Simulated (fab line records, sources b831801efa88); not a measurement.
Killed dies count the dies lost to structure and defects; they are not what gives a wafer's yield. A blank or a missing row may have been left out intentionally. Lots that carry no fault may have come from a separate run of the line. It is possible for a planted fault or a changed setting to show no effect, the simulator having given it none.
Split-lot experiment | flow sky130 | 23 wafers read across 5 lots, on a route 708 steps long

== ON THE SPLIT ==
At SKY_METAL1_SPUTTER_01 (material TiN, target thk 20 nm, time 16.7 s), the setting time-s was moved away from the recipe's 16.7 s on 7 of the 23 wafers read, by -10.6% to +11.1%. All remaining wafers had this setting at the recipe value.

The reading is taken at the split's own step.

== THE READING ==
TiN_of_METAL1_SPUTTER_01.thk-nm (the simulator's own value, which no gauge read), in nm, at SKY_METAL1_SPUTTER_01 (material TiN, target thk 20 nm, time 16.7 s). The file gives no usual value for it. Average 20.02 nm, standard deviation 0.28 nm, over the 16 wafers here run with the recipe.

wafer  | tool, chamber at the split | time-s as run, s | against the recipe | TiN_of_METAL1_SPUTTER_01.thk-nm, nm | against lot-mates on the recipe
L074.1 | pvd-sputter-03, -          | 18.55            | +11.1%             | 22.5                                | +2.15
L074.2 | pvd-sputter-03, -          | 18.55            | +11.1%             | 22.66                               | +2.31
L074.4 | pvd-sputter-03, -          | 16.7             | recipe             | 20.37                               | -
L074.5 | pvd-sputter-03, -          | 18.55            | +11.1%             | 22.53                               | +2.18
L074.6 | pvd-sputter-03, -          | 16.7             | recipe             | 20.33                               | -
L078.1 | pvd-sputter-02, -          | 14.93            | -10.6%             | 17.79                               | -2.28
L078.2 | pvd-sputter-02, -          | 16.7             | recipe             | 20.04                               | -
L078.3 | pvd-sputter-02, -          | 16.7             | recipe             | 20.02                               | -
L078.5 | pvd-sputter-02, -          | 16.7             | recipe             | 20.15                               | -
L078.6 | pvd-sputter-02, -          | 14.93            | -10.6%             | 17.99                               | -2.08
L079.1 | pvd-sputter-02, -          | 16.7             | recipe             | 20.25                               | -
L079.4 | pvd-sputter-02, -          | 16.7             | recipe             | 20.01                               | -
L079.5 | pvd-sputter-02, -          | 16.7             | recipe             | 20.01                               | -
L080.1 | pvd-sputter-02, -          | 16.7             | recipe             | 20.34                               | -
L080.2 | pvd-sputter-02, -          | 16.7             | recipe             | 20.15                               | -
L080.4 | pvd-sputter-02, -          | 17.86            | +6.9%              | 21.75                               | +1.43
L080.5 | pvd-sputter-02, -          | 17.86            | +6.9%              | 21.52                               | +1.20
L080.6 | pvd-sputter-02, -          | 16.7             | recipe             | 20.46                               | -
L082.2 | pvd-sputter-03, -          | 16.7             | recipe             | 19.68                               | -
L082.3 | pvd-sputter-03, -          | 16.7             | recipe             | 19.65                               | -
L082.4 | pvd-sputter-03, -          | 16.7             | recipe             | 19.58                               | -
L082.5 | pvd-sputter-03, -          | 16.7             | recipe             | 19.71                               | -
L082.6 | pvd-sputter-03, -          | 16.7             | recipe             | 19.64                               | -

THE FIT
A straight line over all 23 wafers: TiN_of_METAL1_SPUTTER_01.thk-nm changes by +0.219 nm for each +1% of time-s; r = +0.98; the points scatter about the line by 0.26 nm.
The same after taking each lot's own level away (the mean of its wafers on the recipe; 23 wafers): +0.201 nm for each +1%; r = +1.00; scatter 0.093 nm.
The reading moves by 2.2 nm for the largest change in time-s, on that fit.
The span of the lots' own levels, 19.652 to 20.350 nm, comes to 2.5 times the standard deviation stated above.
Consequently the slope shifts little with the lot-to-lot level, the two slopes agreeing.
Check: with one of the wafers moved furthest among these (+11.1%) left out of the fit, the line predicts +2.23 nm for it against its lot-mates. Against them it came out at +2.15 nm.

== THESE WAFERS: OTHER SPLITS ==
Note: prior to the reading, these wafers also went through further splits. Each is held against what the fit with the lots' levels taken away leaves over:
other split on the same wafers             | wafers away from the commonest value | r with TiN_of_METAL1_SPUTTER_01.thk-nm (lot level and that fit taken away)
SKY_CONTACT_SPUTTER_23 chamber-pressure-pa | 5                                    | +0.11

== THE FILE'S OWN FIT ==
TiN_of_METAL1_SPUTTER_01.thk-nm changes by +0.201 nm for each +1% of time-s, r = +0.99.
